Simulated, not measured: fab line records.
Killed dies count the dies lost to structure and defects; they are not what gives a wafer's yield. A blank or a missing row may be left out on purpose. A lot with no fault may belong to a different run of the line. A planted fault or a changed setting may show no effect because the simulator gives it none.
Which of the tools did it?	flow sky130	at 1 step of a route of 708, 14 lots with 42 wafers sampled

WHAT EACH GAUGE READ, for each wafer
No reading from a measuring or inspecting step in the record can be judged against a usual standard deviation.

TOOL THAT RAN EACH LOT (tool first, then ch and the chambers of the sampled wafers, then the start)
lot	SKY_LDD_N_IMPLANT_14
L208	implanter-04 ch 0, day 17 08:25
L209	implanter-02 ch 0, day 17 17:53
L210	implanter-02 ch 0, day 18 14:15
L212	implanter-03 ch 0, day 19 02:35
L211	implanter-04 ch 0, day 19 05:08
L213	implanter-04 ch 0, day 19 13:19
L215	implanter-02 ch 0, day 20 08:18
L216	implanter-04 ch 0, day 20 15:40
L225	implanter-04 ch 0, day 23 22:02
L226	implanter-04 ch 0, day 24 01:13
L227	implanter-02 ch 0, day 24 16:20
L228	implanter-03 ch 0, day 25 02:14
L229	implanter-03 ch 0, day 25 13:11
L230	implanter-03 ch 0, day 26 04:31
- SKY_LDD_N_IMPLANT_14

AS READ BY THE TOOLS THEMSELVES (means over the sampled wafers that have a number; for cases with no such wafer, the mark the record gives instead)
SKY_LDD_N_IMPLANT_14.
lot	tool	beam-on-s (s)	dose-ions-cm2
L208	implanter-04	9.95	5.002e+12
L209	implanter-02	10.18	5.001e+12
L210	implanter-02	9.97	5.005e+12
L212	implanter-03	10.10	4.999e+12
L211	implanter-04	10.08	4.996e+12
L213	implanter-04	9.92	5.004e+12
L215	implanter-02	9.83	5.002e+12
L216	implanter-04	10.04	4.992e+12
L225	implanter-04	9.90	5.175e+12
L226	implanter-04	10.13	5.170e+12
L227	implanter-02	10.05	5.006e+12
L228	implanter-03	9.91	5.003e+12
L229	implanter-03	10.01	5.000e+12
L230	implanter-03	9.99	5.009e+12

THE ANSWER, worked out from the rows above alone
Rule: the lots themselves supply what counts as usual. Put in order of their means at a reading, lots are off if they are a third of the lots or fewer, leave a main group of 4 or more, and stand apart from it by a gap of 3 or more times the standard deviation of the main group's means; of several such gaps the widest counts. Not used: any main group whose means are identical at the precision the tables above print for the reading. Also off: a lot with no number at a reading for which 4 or more lots have one. All remaining lots with rows at the step are treated as sound. The gauges are gone through in route order, then the tools' own readings, and for those a lot's mean is taken as printed above. The first step at which some lot is off is used, and at that step the reading that is off furthest; a lot without a number counts as furthest.
Off at SKY_LDD_N_IMPLANT_14 (dose-ions-cm2): L225, L226. The main group has a mean of 5.002e+12 with a standard deviation of 4.3e+09.
If a tool, at that step or one of the process steps before it, ran each lot that is off and ran no sound lot following the first of them, it fits. One fits: SKY_LDD_N_IMPLANT_14 on implanter-04. Its last sound lot is L216 (day 20 15:40), its first lot that is off L225 (day 23 22:02): a fault that began between those two fits.
The tool's own readings at SKY_LDD_N_IMPLANT_14 bear it out: on the lots that are off they differ by more than 5 times the standard deviation of the sound lots' means. dose-ions-cm2 reads 5.172e+12 there against 5.002e+12 on the sound lots.

WHAT THE SIMULATOR HAD PUT IN
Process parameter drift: implanter-04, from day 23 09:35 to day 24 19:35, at SKY_LDD_N_IMPLANT_14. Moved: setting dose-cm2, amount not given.
Lots struck among those shown: L225, L226. This agrees with what the rule above found.
